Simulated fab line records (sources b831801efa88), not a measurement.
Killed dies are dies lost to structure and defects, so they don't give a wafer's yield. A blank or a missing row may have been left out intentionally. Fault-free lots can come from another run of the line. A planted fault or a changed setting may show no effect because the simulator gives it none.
Which tool was responsible? :: flow sky130 :: 15 lots, 45 wafers sampled, at 2 steps of a route of 708

## WHAT THE GAUGES READ, wafer by wafer
SKY_VIA4_RS_MEAS_19: the measuring method here is four-point-probe. Usual: VIA4_W_RS gives 0.2273 ohm/sq (standard deviation 0.0023).
lot: L745
measured: day 42 09:14
on: film metro-02
VIA4_W_RS (ohm/sq): 0.2274 0.2262 0.2254
flag: 

lot: L748
measured: day 43 13:08
on: film metro-02
VIA4_W_RS (ohm/sq): 0.2238 0.2263 0.2260
flag: 

lot: L749
measured: day 43 20:29
on: film metro-02
VIA4_W_RS (ohm/sq): 0.2277 0.2276 0.2276
flag: 

lot: L750
measured: day 44 05:52
on: film metro-03
VIA4_W_RS (ohm/sq): 0.2281 0.2295 0.2283
flag: 

lot: L751
measured: day 44 06:04
on: film metro-01
VIA4_W_RS (ohm/sq): 0.2315 0.2263 0.2258
flag: 

lot: L752
measured: day 44 17:50
on: film metro-02
VIA4_W_RS (ohm/sq): 0.2258 0.2261 0.2250
flag: 

lot: L753
measured: day 44 18:09
on: film metro-03
VIA4_W_RS (ohm/sq): 0.2282 0.2282 0.2300
flag: 

lot: L754
measured: day 45 04:19
on: film metro-02
VIA4_W_RS (ohm/sq): 0.2289 0.2287 0.2287
flag: 

lot: L756
measured: day 45 15:11
on: film metro-03
VIA4_W_RS (ohm/sq): 0.2279 0.2274 0.2261
flag: 

lot: L759
measured: day 46 07:58
on: film metro-01
VIA4_W_RS (ohm/sq): 0.2276 0.2280 0.2279
flag: 

lot: L761
measured: day 47 12:50
on: film metro-02
VIA4_W_RS (ohm/sq): 0.2267 0.2248 0.2249
flag: 

lot: L762
measured: day 47 17:07
on: film metro-02
VIA4_W_RS (ohm/sq): 0.2281 0.2279 0.2282
flag: 

lot: L766
measured: day 48 12:54
on: film metro-01
VIA4_W_RS (ohm/sq): 0.2272 0.2280 0.2274
flag: 

lot: L765
measured: day 48 14:06
on: film metro-03
VIA4_W_RS (ohm/sq): 0.2288 0.2318 0.2275
flag: 

lot: L767
measured: day 48 14:45
on: film metro-01
VIA4_W_RS (ohm/sq): 0.2278 0.2271 0.2282
flag: 

## WHAT TOOL EACH LOT RAN ON (gives the tool, then ch and the chambers of the sampled wafers, and finally the start)
lot: L745
SKY_VIA4_SPUTTER_17: pvd sputter-04, day 42 09:01

lot: L748
SKY_VIA4_SPUTTER_17: pvd sputter-02, day 43 12:55

lot: L749
SKY_VIA4_SPUTTER_17: pvd sputter-03, day 43 20:16

lot: L750
SKY_VIA4_SPUTTER_17: pvd sputter-03, day 44 05:39

lot: L751
SKY_VIA4_SPUTTER_17: pvd sputter-02, day 44 05:51

lot: L752
SKY_VIA4_SPUTTER_17: pvd sputter-03, day 44 17:37

lot: L753
SKY_VIA4_SPUTTER_17: pvd sputter-02, day 44 17:55

lot: L754
SKY_VIA4_SPUTTER_17: pvd sputter-03, day 45 04:05

lot: L756
SKY_VIA4_SPUTTER_17: pvd sputter-03, day 45 14:57

lot: L759
SKY_VIA4_SPUTTER_17: pvd sputter-04, day 46 07:44

lot: L761
SKY_VIA4_SPUTTER_17: pvd sputter-02, day 47 12:37

lot: L762
SKY_VIA4_SPUTTER_17: pvd sputter-04, day 47 16:53

lot: L766
SKY_VIA4_SPUTTER_17: pvd sputter-02, day 48 12:40

lot: L765
SKY_VIA4_SPUTTER_17: pvd sputter-03, day 48 13:53

lot: L767
SKY_VIA4_SPUTTER_17: pvd sputter-04, day 48 14:32
- SKY_VIA4_SPUTTER_17: material TiN, target thk 20 nm, time 80 s.

## WHAT THE TOOLS THEMSELVES READ (means of the sampled wafers that have a number; where no wafer has one, the mark that the record gives instead)
SKY_VIA4_SPUTTER_17. Usual: throttle valve pct reads 29.7 % (standard deviation 0.74).
lot: L745
tool: pvd sputter-04
throttle valve pct (%): 29.8
flag: 

lot: L748
tool: pvd sputter-02
throttle valve pct (%): 29.5
flag: 

lot: L749
tool: pvd sputter-03
throttle valve pct (%): 29.3
flag: 

lot: L750
tool: pvd sputter-03
throttle valve pct (%): 29.2
flag: 

lot: L751
tool: pvd sputter-02
throttle valve pct (%): 29.6
flag: 

lot: L752
tool: pvd sputter-03
throttle valve pct (%): 29.8
flag: 

lot: L753
tool: pvd sputter-02
throttle valve pct (%): 29.3
flag: 

lot: L754
tool: pvd sputter-03
throttle valve pct (%): 29.9
flag: 

lot: L756
tool: pvd sputter-03
throttle valve pct (%): 29.1
flag: 

lot: L759
tool: pvd sputter-04
throttle valve pct (%): 29.9
flag: 

lot: L761
tool: pvd sputter-02
throttle valve pct (%): 30.5
flag: 

lot: L762
tool: pvd sputter-04
throttle valve pct (%): 30.0
flag: 

lot: L766
tool: pvd sputter-02
throttle valve pct (%): 29.5
flag: 

lot: L765
tool: pvd sputter-03
throttle valve pct (%): 29.8
flag: 

lot: L767
tool: pvd sputter-04
throttle valve pct (%): 29.5
flag: 

## THE ANSWER, worked out from the rows above alone
Rule: a lot counts as off when the mean over its wafers that have a number is more than 3 standard deviations away from the usual mean. Also off: a lot with no number at a reading for which 4 or more lots have one. Where the step has rows for the other lots, those lots are counted as sound. After the gauges, taken in route order, come the tools' own readings; for these a lot's mean is taken, as printed above. The first step at which some lot is off is used, and at that step the reading that is off furthest; a lot without a number counts as furthest.
Nothing can be told from this: no lot is off at any reading shown.

## WHAT THE SIMULATOR PUT IN
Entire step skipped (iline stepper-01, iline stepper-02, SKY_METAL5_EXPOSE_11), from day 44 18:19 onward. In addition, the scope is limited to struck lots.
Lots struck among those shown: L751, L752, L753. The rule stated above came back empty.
